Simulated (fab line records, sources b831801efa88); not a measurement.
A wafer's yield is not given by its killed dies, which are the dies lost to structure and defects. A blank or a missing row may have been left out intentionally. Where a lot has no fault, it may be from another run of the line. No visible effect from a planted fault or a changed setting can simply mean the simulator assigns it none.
Check of tool commonality + flow gf180mcu + Lots sampled 14, wafers sampled 42

== REASON FOR OPENING ==
GF_HV_LDD_TW_MEAS_23, reading HV_LDD_2_TW: flagged on 3 of 14 lots. Wafers without a fault read 1053, standard deviation 9.8.
Rule: flag the lot when none of its wafers has a number, or when each of its wafers that has one lies beyond 4 standard deviations from that mean. All remaining lots are regarded as sound.

| lot  | measured     | on            | HV_LDD_2_TW, wafer by wafer | flag    |
|------|--------------|---------------|-----------------------------|---------|
| L385 | day 10 21:10 | film-metro-03 | 1045 1049 1048              |         |
| L386 | day 11 08:25 | film-metro-03 | 1053 1050 1047              |         |
| L388 | day 11 18:39 | film-metro-01 | 1051 1060 1057              |         |
| L389 | day 12 04:04 | film-metro-02 | 1051 1063 1062              |         |
| L391 | day 12 19:50 | film-metro-02 | 1066 1061 1056              |         |
| L392 | day 13 04:48 | film-metro-02 | 1061 1056 1057              |         |
| L393 | day 13 17:14 | film-metro-01 | 1063 1052 1052              |         |
| L394 | day 13 21:55 | film-metro-02 | 1057 1054 1059              |         |
| L395 | day 14 04:22 | film-metro-03 | 945 943 943                 | FLAGGED |
| L396 | day 14 19:19 | film-metro-02 | 959 961 957                 | FLAGGED |
| L397 | day 15 02:14 | film-metro-01 | 961 955 955                 | FLAGGED |
| L401 | day 16 01:27 | film-metro-03 | 1041 1037 1035              |         |
| L406 | day 17 17:03 | film-metro-02 | 1068 1063 1067              |         |
| L407 | day 18 05:34 | film-metro-02 | 1069 1070 1064              |         |
The mean of the flagged lots' numbers is 953, -100 from the usual (-10 standard deviations).

== WHICH TOOL EACH LOT WENT THROUGH ==
The record keeps 1 process step preceding the reading, out of 602 steps on the route. Every cell lists first the tool, next ch and the chambers used by the sampled wafers, and last the start.
| lot  | flag    | GF_HV_LDD_IMPLANT_21            |
|------|---------|---------------------------------|
| L385 |         | implanter-02 ch 0, day 10 20:56 |
| L386 |         | implanter-04 ch 0, day 11 08:11 |
| L388 |         | implanter-02 ch 0, day 11 18:24 |
| L389 |         | implanter-01 ch 0, day 12 03:50 |
| L391 |         | implanter-02 ch 0, day 12 19:37 |
| L392 |         | implanter-02 ch 0, day 13 04:33 |
| L393 |         | implanter-02 ch 0, day 13 16:59 |
| L394 |         | implanter-02 ch 0, day 13 21:41 |
| L395 | FLAGGED | implanter-02 ch 0, day 14 04:08 |
| L396 | FLAGGED | implanter-02 ch 0, day 14 19:04 |
| L397 | FLAGGED | implanter-02 ch 0, day 15 01:59 |
| L401 |         | implanter-01 ch 0, day 16 01:13 |
| L406 |         | implanter-02 ch 0, day 17 16:49 |
| L407 |         | implanter-02 ch 0, day 18 05:21 |
What these steps do:
- GF_HV_LDD_IMPLANT_21
- GF_HV_LDD_TW_MEAS_23

== FLAGGED AGAINST TOTAL, ONE TOOL AT A TIME (gauges that did the reading follow at the end) ==
| step                 | tool          | lots run | flagged | share of the flagged lots | sound lots run after its first flagged lot |
|----------------------|---------------|----------|---------|---------------------------|--------------------------------------------|
| GF_HV_LDD_IMPLANT_21 | implanter-01  | 2        | 0       | none                      | -                                          |
| GF_HV_LDD_IMPLANT_21 | implanter-02  | 11       | 3       | all                       | 2 (L406,L407)                              |
| GF_HV_LDD_IMPLANT_21 | implanter-04  | 1        | 0       | none                      | -                                          |
| GF_HV_LDD_TW_MEAS_23 | film-metro-01 | 3        | 1       | some                      | 0                                          |
| GF_HV_LDD_TW_MEAS_23 | film-metro-02 | 7        | 1       | some                      | 2 (L406,L407)                              |
| GF_HV_LDD_TW_MEAS_23 | film-metro-03 | 4        | 1       | some                      | 1 (L401)                                   |

== WHAT THE TABLE ALLOWS ==
All flagged lots share 1 row of the table, namely implanter-02 at GF_HV_LDD_IMPLANT_21.
- implanter-02 at GF_HV_LDD_IMPLANT_21 ran 11 lots, 3 of them flagged. Lots that were sound ran on it after the first flagged one (L406, L407); a persistent fault on the entire tool would not allow that. Its own readings (dose-ions-cm2, faraday-current-uA) fall more than 4 standard deviations out on all wafers of the flagged lots.
There is no row in the table that ran each flagged lot and no sound lot after the first.

== WHAT THE SIMULATOR PUT IN ==
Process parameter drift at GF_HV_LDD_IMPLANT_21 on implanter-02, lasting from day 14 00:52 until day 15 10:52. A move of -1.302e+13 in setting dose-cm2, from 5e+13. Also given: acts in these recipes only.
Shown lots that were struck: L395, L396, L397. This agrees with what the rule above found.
